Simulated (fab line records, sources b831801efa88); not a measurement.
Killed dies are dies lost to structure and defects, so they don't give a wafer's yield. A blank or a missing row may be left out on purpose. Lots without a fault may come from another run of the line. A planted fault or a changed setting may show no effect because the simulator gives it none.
Chamber matching | flow gf180mcu | GF_V3_CMP_04 on cmp-02: 4 sister chambers
The step polishes SiO2. 8 wafers are shown with their chamber, then 7 later ones without.

WAFERS WITH THEIR CHAMBER
wafer  | chamber | motor_current_A (A) | time_to_endpoint_s (s)
L848.1 | 0       | 10.4                | 79
L849.6 | 3       | 11.0                | 92
L854.3 | 3       | 10.5                | 87
L854.4 | 1       | 10.6                | 82
L857.2 | 0       | 10.0                | 84
L857.3 | 2       | 11.1                | 80
L857.4 | 1       | 10.5                | 88
L863.1 | 2       | 11.5                | 78

WAFERS WITHOUT THEIR CHAMBER
wafer  | motor_current_A (A) | time_to_endpoint_s (s)
L863.6 | 10.4                | 88
L868.1 | 10.6                | 67
L868.3 | 10.6                | 66
L868.6 | 10.6                | 74
L869.1 | 10.2                | 74
L869.3 | 12.2                | 72
L869.6 | 11.3                | 79

WHICH CHAMBER EACH WENT THROUGH
wafer  | from the rows above               | in truth
L863.6 | can't be placed: 1 or 3 or 0      | 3
L868.1 | can't be placed: 2 or 0 or 1      | 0
L868.3 | can't be placed: 2 or 0 or 1      | 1
L868.6 | can't be placed: 0 or 2 or 1 or 3 | 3
L869.1 | can't be placed: 0 or 1           | 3
L869.3 | 2                                 | 2
L869.6 | 2                                 | 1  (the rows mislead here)
Placed correctly: 1 of 7. Can't be placed from these rows: 5 (the true chamber is among the candidates in 4). Placed wrongly: 1.
How it was worked out, from the rows above alone: a wafer's distance from a chamber is the root of the sum, over the readings, of the square of ((its reading less the chamber's mean) divided by the reading's scatter). The wafer belongs to the nearest chamber; if the next one is less than 2 further off, it can't be placed. A chamber's mean is the mean of its shown wafers. The scatter: the root of (the sum of the squares of (reading less its chamber's mean) over the shown wafers, divided by (wafers less chambers)).
